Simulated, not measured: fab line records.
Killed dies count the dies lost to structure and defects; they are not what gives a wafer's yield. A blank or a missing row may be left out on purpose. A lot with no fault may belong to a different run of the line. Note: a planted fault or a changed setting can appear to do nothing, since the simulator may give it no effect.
Struck lot and sound lot, side by side | flow gf180mcu | 19 steps out of a route of 602
Sound: wafers L305.3, L305.4, L305.5. Wafers struck: L312.1, L312.3, L312.6. At the end, the cause is stated.
At each step with rows: each side's tool, then ch and its chambers, then its first start. Under that, the readings that differ: sound wafers | struck wafers | difference of the means | sigmas: that difference in standard deviations of wafers without a fault.
alike: same words and numbers on both sides, and readings whose means sit less than 2 such deviations apart. not compared: any withheld reading, any reading some wafer has no value for, any bound like >300 that may hide the same value, and any number with overlapping values for which the record gives no deviation.
Wherever a step has rows on one side only, a row that says differs or no value, or a row with sigmas, the two part there. Non-overlapping numbers with no deviation appear without sigmas and do not part them. A reading missing from all wafers of one side parts the sides only when that side holds two or more wafers.

GF_M2_STRIP_17: strips in O2/N2.
  sound on plasma asher-01 ch 0,1, day 21 11:08; struck on plasma asher-03 ch 0,1, day 23 19:31
  alike: drypump motor current A, heater power w, n2 flow sccm, oes product au, strip time to endpoint s
  not compared: rf hours counter h
then, 3 steps without rows for these wafers: GF_M2_STRIP_18 (strips in post etch residue remover, time 1200 s); GF_M2_CLEAN_19 (cleans in DIW); GF_V2_CVD_00 (deposits SiO2, target thk 600 nm, time 100 s).
GF_V2_THK_MEAS_01:
  sound: film metro-04 at day 21 11:44; struck: film metro-04 at day 23 20:07
  alike: V2_CVD_00_THK
GF_V2_CVD_02: deposits SiO2 from TEOS, target thk 850 nm, time 94.851 s.
  sound on pecvd-01 ch 0,1, day 21 11:49; struck on pecvd-02 ch 1,2, day 23 20:10
  alike: heater power w
GF_V2_THK_MEAS_03:
  sound: film metro-01 at day 21 11:53; struck: film metro-01 at day 23 20:14
  alike: V2_CVD_02_THK
GF_V2_CMP_04: polishes SiO2.
  sound on cmp-01 ch 1,2,3, day 21 11:56; struck on cmp-02 ch 0,2,3, day 23 20:24
  alike: edge zone pressure frac, motor current A, platen rpm, slurry filter dp kPa, time to endpoint s
GF_V2_BOW_MEAS_05:
  sound: film metro-01 at day 21 12:29; struck: film metro-04 at day 23 20:36
  alike: V2_BOW
then, 3 steps without rows for these wafers: GF_V2_DEHYDRATE_06 (time 60 s); GF_V2_HMDS_07 (prime time 60 s); GF_V2_COAT_08.
GF_V2_COAT_09: resist thk 1000 nm.
  sound on litho track-02 ch 0, day 21 23:00; struck on litho track-04 ch 0, day 24 07:00
  reading                             | sound           | struck         | difference | sigmas
  model.KrF_of_V2_COAT_09.thk nm (nm) | 1003 998.2 1001 | 1016 1014 1015 | +14        |
then, 3 steps without rows for these wafers: GF_V2_SOFTBAKE_10 (time 60 s); GF_V2_EXPOSE_11 (exposes mask Via2, target cd 260 nm); GF_V2_PEB_12 (peb time 90 s).
GF_V2_DEVELOP_13: develop time 60 s.
  sound on litho track-02 ch 0, day 22 11:39; struck on litho track-03 ch 0, day 24 18:52
  reading                             | sound             | struck         | difference | sigmas
  model.KrF_of_V2_COAT_09.thk nm (nm) | 989.1 984.3 986.8 | 1002 1000 1001 | +14        |
GF_V2_CD_MEAS_14: the cd target is 260 nm.
  sound: cd sem-01 at day 22 11:47; struck: cd sem-02 at day 24 19:01
  alike: cd nm
GF_PASSIVATION_PROBE_99:
  sound wafers here have rows in the record (prober-01, day 30 19:59); struck ones have none

## WHERE THEY PART
Only at GF_PASSIVATION_PROBE_99, as far as this record shows.

WHY: what the simulator had put in
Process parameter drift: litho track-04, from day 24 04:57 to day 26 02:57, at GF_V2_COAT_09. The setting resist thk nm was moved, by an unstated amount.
